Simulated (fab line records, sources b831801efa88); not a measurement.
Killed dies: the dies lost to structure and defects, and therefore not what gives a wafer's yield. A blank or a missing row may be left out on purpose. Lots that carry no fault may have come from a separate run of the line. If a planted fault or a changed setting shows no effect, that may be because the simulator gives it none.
Which tool did it?    flow gf180mcu    14 lots, 42 wafers sampled, at 5 steps of a route of 602

## WHAT THE GAUGES READ, wafer by wafer
GF_STI_BOW_MEAS_00. Usual: INCOMING_BOW -1 um, standard deviation 6.7.
lot   measured     on             INCOMING_BOW (um)  flag
L652  day 1 10:01  film metro-01  -4 -8 8            
L653  day 1 15:04  film metro-02  -10 -1 -10         
L654  day 1 20:00  film metro-02  2 0 -5             
L656  day 2 06:00  film metro-02  8 2 0              
L657  day 2 11:01  film metro-04  -14 -4 -16         
L659  day 2 21:00  film metro-04  -2 7 -3            
L660  day 3 02:00  film metro-02  -11 -2 -1          
L662  day 3 12:00  film metro-01  -7 -8 -3           
L663  day 3 17:04  film metro-04  3 0 -1             
L664  day 3 22:00  film metro-02  2 5 5              
L665  day 4 03:02  film metro-01  4 -1 -6            
L669  day 4 23:01  film metro-01  3 2 5              
L671  day 5 09:00  film metro-04  -5 6 -1            
L675  day 6 05:00  film metro-02  2 5 0              

GF_DUAL_GATE_THK_MEAS_03. Usual: DUAL_GATE_OXIDATION_00_THK 10.91 nm, standard deviation 0.24.
lot   measured      on             DUAL_GATE_OXIDATION_00_THK (nm)  flag
L652  day 7 18:58   film metro-02  10.53 10.34 10.55                
L653  day 7 21:59   film metro-04  11.14 11.02 11.23                
L654  day 8 04:30   film metro-04  11.21 11.16 11.14                
L656  day 8 23:37   film metro-02  11.18 11.14 11.00                
L657  day 9 03:25   film metro-04  10.89 11.02 10.91                
L659  day 9 17:16   film metro-02  10.87 10.91 10.82                
L660  day 10 00:47  film metro-02  11.21 11.27 11.35                
L662  day 10 09:58  film metro-02  11.37 11.20 11.23                
L663  day 10 18:06  film metro-01  10.84 10.82 10.85                
L664  day 10 21:46  film metro-02  11.36 11.40 11.25                
L665  day 11 08:32  film metro-01  11.20 11.11 11.11                
L669  day 12 11:11  film metro-01  13.63 13.77 13.92                OFF
L671  day 12 21:49  film metro-02  14.04 13.94 14.05                OFF
L675  day 14 02:00  film metro-04  10.68 10.62 10.59                

GF_POLY_GATE_THK_MEAS_17. Usual: POLY_GATE_OXIDATION_THK 4.01 nm, standard deviation 0.084.
lot   measured      on             POLY_GATE_OXIDATION_THK (nm)  flag
L652  day 9 08:41   film metro-03  4.01 3.92 4.00                
L653  day 9 11:57   film metro-01  3.98 4.07 3.92                
L654  day 9 22:46   film metro-02  4.10 4.09 4.09                
L656  day 10 16:05  film metro-02  3.95 4.07 4.02                
L657  day 10 22:18  film metro-02  3.99 3.95 3.94                
L659  day 11 09:39  film metro-01  3.93 3.87 3.87                
L660  day 11 17:46  film metro-02  4.02 3.99 4.05                
L662  day 12 04:18  film metro-02  3.91 3.93 3.93                
L663  day 12 18:49  film metro-02  3.96 3.97 3.90                
L664  day 12 20:37  film metro-03  4.05 4.09 4.03                
L665  day 13 03:05  film metro-01  3.98 3.93 3.97                
L669  day 14 07:05  film metro-02  4.06 3.95 4.03                
L671  day 14 20:01  film metro-01  4.16 4.09 3.98                
L675  day 16 01:04  film metro-01  4.07 4.09 4.14                

GF_PSD_CD_MEAS_07 targets a cd of 400 nm. Usual: cd nm reads 401.2 nm (standard deviation 1.8).
lot   measured      on         cd nm (nm)         flag
L652  day 14 06:31  cd sem-02  398.1 400.3 401.3  
L653  day 14 09:34  cd sem-02  402.5 398.9 402.3  
L654  day 14 22:48  cd sem-02  403.4 401.0 401.1  
L656  day 15 20:09  cd sem-01  400.8 400.5 399.4  
L657  day 16 03:28  cd sem-02  402.1 403.4 402.9  
L659  day 16 18:39  cd sem-02  400.8 399.4 399.5  
L660  day 17 01:13  cd sem-01  401.2 401.4 400.6  
L662  day 17 17:15  cd sem-01  402.3 404.8 404.3  
L663  day 18 08:46  cd sem-01  401.6 402.4 402.4  
L664  day 18 11:39  cd sem-02  401.8 400.3 398.7  
L665  day 18 20:38  cd sem-02  398.6 399.6 397.7  
L669  day 20 05:10  cd sem-02  403.6 401.6 401.6  
L671  day 20 19:27  cd sem-01  403.5 400.5 402.3  
L675  day 22 02:09  cd sem-02  400.3 397.9 398.5  

## EACH LOT AND THE TOOL THAT RAN IT (in order: tool; ch and the chambers of the sampled wafers; start)
lot   GF_DUAL_GATE_OXIDATION_02
L652  furnace-01 ch 0, day 7 17:31
L653  furnace-02 ch 0, day 7 20:31
L654  furnace-02 ch 0, day 8 03:03
L656  furnace-02 ch 0, day 8 22:10
L657  furnace-01 ch 0, day 9 01:58
L659  furnace-01 ch 0, day 9 15:49
L660  furnace-02 ch 0, day 9 23:20
L662  furnace-02 ch 0, day 10 08:31
L663  furnace-01 ch 0, day 10 16:37
L664  furnace-02 ch 0, day 10 20:19
L665  furnace-02 ch 0, day 11 07:04
L669  furnace-01 ch 0, day 12 09:43
L671  furnace-01 ch 0, day 12 20:23
L675  furnace-02 ch 0, day 14 00:33
- GF_DUAL_GATE_OXIDATION_02: stabilise 600 s, purge 300 s, target thk 10.887 nm.

## AS READ BY THE TOOLS THEMSELVES (means over the sampled wafers that have a number; for cases with no such wafer, the mark the record gives instead)
GF_DUAL_GATE_OXIDATION_02. Usual: zone power top pct reads 33.3 % (standard deviation 0.95).
lot   tool        zone power top pct (%)  flag
L652  furnace-01  34.2                    
L653  furnace-02  32.4                    
L654  furnace-02  32.4                    
L656  furnace-02  32.3                    
L657  furnace-01  34.1                    
L659  furnace-01  34.4                    
L660  furnace-02  32.2                    
L662  furnace-02  32.6                    
L663  furnace-01  34.5                    
L664  furnace-02  32.4                    
L665  furnace-02  32.3                    
L669  furnace-01  34.2                    
L671  furnace-01  34.0                    
L675  furnace-02  32.6                    

## THE ANSWER, worked out from the rows above alone
Rule: a lot is off if the mean of its wafers that have a number lies more than 3 standard deviations from the usual mean. Also off: a lot with no number at a reading for which 4 or more lots have one. All remaining lots with rows at the step are treated as sound. First the gauges in route order, then the tools' own readings, where a lot's mean is used as printed above. The first step at which some lot is off is used, and at that step the reading that is off furthest; a lot without a number counts as furthest.
Off: L669, L671, at GF_DUAL_GATE_THK_MEAS_03 (DUAL_GATE_OXIDATION_00_THK).
A tool fits if, at a process step before that reading, it ran every lot that is off, and no sound lot after the first of them. Gauges at GF_DUAL_GATE_THK_MEAS_03: tried the same way as those tools. One candidate fits, namely furnace-01 at GF_DUAL_GATE_OXIDATION_02. Its last sound lot is L663 (day 10 16:37), its first lot that is off L669 (day 12 09:43): a fault that began between those two fits.

## WHAT THE SIMULATOR PUT IN
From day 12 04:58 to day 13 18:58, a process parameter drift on furnace-01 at GF_DUAL_GATE_OXIDATION_02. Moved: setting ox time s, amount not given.
Struck lots among those shown: L669, L671. Same finding as the rule above.
